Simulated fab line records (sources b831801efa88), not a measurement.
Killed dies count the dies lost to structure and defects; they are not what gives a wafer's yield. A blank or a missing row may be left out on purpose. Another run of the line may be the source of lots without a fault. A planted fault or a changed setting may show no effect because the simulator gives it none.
A single fault, viewed from 2 desks / flow sky130 / what lay behind the numbers comes last; until then each desk has only its own

AT THE METROLOGY DESK
Lot by lot, what the gauges showed, no matter which tool ran the lot: averages of those sampled wafers that carry a number. The brackets show how far a lot's mean lies from the usual mean; more than 4 standard deviations puts the lot out of limits, marked OUT.
Columns: A = cd-nm at SKY_CONTACT_CD_MEAS_14, usual 169.8 nm; B = METAL1_ALCU_RS at SKY_METAL1_RS_MEAS_05, usual 0.1269 ohm/sq
lot=L301; first seen here=day 32 21:49; A=167.3; B=0.1259
lot=L302; first seen here=day 32 23:32; A=169.3; B=0.1277
lot=L303; first seen here=day 33 10:33; A=170.0; B=0.1255
lot=L304; first seen here=day 33 23:22; A=168.0; B=0.1270
lot=L305; first seen here=day 34 10:17; A=170.6; B=0.1267
lot=L306; first seen here=day 34 12:03; A=169.6; B=0.1278
lot=L310; first seen here=day 35 15:43; A=171.3; B=0.1283
lot=L313; first seen here=day 36 22:17; A=169.8; B=0.1267
lot=L316; first seen here=day 37 08:50; A=169.6; B=0.1270
lot=L317; first seen here=day 37 19:55; A=170.4; B=0.1256
lot=L320; first seen here=day 39 02:53; A=169.6; B=0.1279
This desk found nothing out of limits on any of the 11 lots.

FOR THE TOOL OWNER'S DESK: pvd-sputter-01
The tool's own readings at SKY_METAL1_SPUTTER_01 (material TiN, target thk 20 nm, time 16.7 s): means of the sampled wafers that have a number, for each lot that ran on this tool. The brackets show how far a lot's mean lies from the usual mean; more than 4 standard deviations puts the lot out of limits, marked OUT.
Columns: A = cathode-dc-power-W at SKY_METAL1_SPUTTER_01, usual 6500.1 W; B = throttle-valve-pct at SKY_METAL1_SPUTTER_01, usual 29.7 %
lot=L303; first seen here=day 33 12:07; A=6499.5; B=28.4
lot=L306; first seen here=day 34 13:36; A=6500.1; B=28.3
lot=L313; first seen here=day 37 00:03; A=6500.2; B=28.8
lot=L317; first seen here=day 37 21:29; A=6499.0; B=28.2
This desk found nothing out of limits on any of the 4 lots.

ALL TOGETHER
At the metrology desk, nothing out of limits was observed.
The desk of the tool owner found nothing out of limits.

WHAT HAD BEEN PUT IN BY THE SIMULATOR
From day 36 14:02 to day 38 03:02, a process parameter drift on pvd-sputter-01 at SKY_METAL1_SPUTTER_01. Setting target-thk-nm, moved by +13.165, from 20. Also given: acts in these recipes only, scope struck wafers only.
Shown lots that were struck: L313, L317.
